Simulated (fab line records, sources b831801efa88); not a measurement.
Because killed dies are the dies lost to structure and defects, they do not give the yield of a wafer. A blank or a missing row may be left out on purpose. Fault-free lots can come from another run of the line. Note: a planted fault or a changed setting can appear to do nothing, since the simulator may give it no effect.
Problem report in the 8D (eight disciplines) form, filled by code + flow sky130 + the parts of the form that need people (team, actions taken, sign-off) are left out

== 1. PROBLEM STATEMENT ==
At SKY_VT_ADJUST_PCH_DEVELOP_06, developerTempC averages 22.09 C over 6 wafers from 2 lots, while fault-free wafers read 23.00 C, standard deviation 0.11. That is -8.3 standard deviations from the usual mean.
The step: develop time 60 s.
The first sign was on wafer L500.1 at day 14 06:00, on lithoTrack-02. At this step, 42 wafers from 14 lots have a number in the record. The rule behind "out" and "out of limits": a value lying over 4 standard deviations away from the usual mean. The rest of the wafers with a number are treated as sound.

== 2. WHAT IT IS AND WHAT IT IS NOT ==
| question                    | is                     | is not                                                                                       |
|-----------------------------|------------------------|----------------------------------------------------------------------------------------------|
| which readings at this step | developerTempC         | -                                                                                            |
| which lots                  | L500, L501             | L488, L489, L491, L492, L493, L494, L497, L504, L506, L508, L509, L511                       |
| which wafers of those lots  | all that have a number | -                                                                                            |
| read on which tools         | lithoTrack-02          | lithoTrack-03, lithoTrack-04                                                                 |
| when                        | from day 14 06:00      | up to then (21 sound wafers); but 15 sound wafers of L504, L506, L508, L509, L511 came after |

== 3. WHAT RULES OUT EACH SUSPECT ==
Counting: any tool at a process step up to the reading is kept as a suspect provided that every lot that is out went through it and no sound lot did after the first of them.
- plasmaAsher-02 at SKY_FIELD_ISO_STRIP_16 (strips in O2/N2): ruled out as a lasting fault. After its first lot that is out, L500 (day 4 18:58), sound lots L506, L509 ran on it.
- lithoTrack-02 at SKY_VT_ADJUST_PCH_DEVELOP_06 (develop time 60 s): kept. Every lot that is out went through it, starting with L500 (day 14 06:00), and after that it ran no sound lot; the last sound lot it ran before then is L497 (day 13 06:00). Its own developerTempC readings are out on those wafers.
Left after counting: lithoTrack-02 at SKY_VT_ADJUST_PCH_DEVELOP_06.

== 4. THE CAUSE (what the simulator had put in) ==
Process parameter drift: lithoTrack-02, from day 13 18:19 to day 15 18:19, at SKY_VT_ADJUST_PCH_DEVELOP_06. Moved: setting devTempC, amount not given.
Counting left only this tool.

== 5. SEQUENCE OF EFFECTS, ordered by route ==
Each row: a reading where the mean over the struck wafers with a number is more than 3 standard deviations away from the usual. Only readings for which the record gives a usual standard deviation are gone through. hours: the time from each lot's start at the first step in this table that gives one to its start at this step, as a median over the lots. sigmas: the change in usual standard deviations.
| hours | step                         | reading        | usual   | on struck wafers | change | sigmas |
|-------|------------------------------|----------------|---------|------------------|--------|--------|
| 0     | SKY_VT_ADJUST_PCH_DEVELOP_06 | developerTempC | 23.00 C | 22.09            | -0.91  | -8.3   |
Process steps it contains:
- SKY_VT_ADJUST_PCH_DEVELOP_06: develop time 60 s.

== 6. WHAT WOULD HAVE CAUGHT IT SOONER ==
First out-of-limits reading in this record: day 14 06:00, which is 12 hours after fault onset at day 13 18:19.
